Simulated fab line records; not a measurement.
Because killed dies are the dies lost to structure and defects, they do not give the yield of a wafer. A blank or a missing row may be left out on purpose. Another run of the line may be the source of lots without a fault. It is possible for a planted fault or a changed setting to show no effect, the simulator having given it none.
The tool behind it: which one?	flow sky130	11 lots with 31 wafers sampled at 2 steps, on a route of 708 steps

## WHAT THE GAUGES SHOWED, per wafer
SKY_DNWELL_TW_MEAS_09.
lot	measured	on	DNWELL_TW
L331	day 3 03:43	film_metro-04	1091 1095 1089
L332	day 3 10:02	film_metro-02	1110 1109 1107
L334	day 3 21:42	film_metro-02	1099 1103 1100
L338	day 4 20:02	film_metro-02	1100 1105 1101
L340	day 5 04:47	film_metro-02	1094 1099
L341	day 5 10:35	film_metro-03	1112 1121
L346	day 6 15:56	film_metro-02	1099 1099 1099
L347	day 6 22:03	film_metro-02	1107 1105 1111
L350	day 7 10:13	film_metro-02	1097 1102 1103
L352	day 8 04:50	film_metro-04	1088 1096 1096
L353	day 8 12:05	film_metro-03	1116 1118 1112

## WHICH TOOL RAN EACH LOT (tool, then ch and the chambers of the sampled wafers, then the start)
lot	SKY_FIELD_ISO_STRIP_16
L331	plasma_asher-02 ch 0,1, day 2 04:06
L332	plasma_asher-02 ch 0,1, day 2 12:05
L334	plasma_asher-04 ch 0,1, day 2 21:04
L338	plasma_asher-02 ch 0,1, day 3 16:44
L340	plasma_asher-02 ch 0, day 4 02:52
L341	plasma_asher-02 ch 0, day 4 09:14
L346	plasma_asher-02 ch 0,1, day 5 10:41
L347	plasma_asher-02 ch 0,1, day 5 16:10
L350	plasma_asher-04 ch 0,1, day 6 08:08
L352	plasma_asher-03 ch 0,1, day 6 19:14
L353	plasma_asher-02 ch 0,1, day 7 01:02
- SKY_FIELD_ISO_STRIP_16: strips in O2/N2.

## THE ANSWER, worked out from the rows above alone
Rule: usual is defined by the lots themselves. Put in order of their means at a reading, lots are off if they are a third of the lots or fewer, leave a main group of 4 or more, and stand apart from it by a gap of 3 or more times the standard deviation of the main group's means; of several such gaps the widest counts. Not used: any main group whose means are identical at the precision the tables above print for the reading. A lot without any number at a reading at which 4 lots or more have one is off too. The other lots that the step has rows for count as sound.
No lot is off at any reading shown: from this, nothing can be told.

## WHAT WAS PUT IN BY THE SIMULATOR
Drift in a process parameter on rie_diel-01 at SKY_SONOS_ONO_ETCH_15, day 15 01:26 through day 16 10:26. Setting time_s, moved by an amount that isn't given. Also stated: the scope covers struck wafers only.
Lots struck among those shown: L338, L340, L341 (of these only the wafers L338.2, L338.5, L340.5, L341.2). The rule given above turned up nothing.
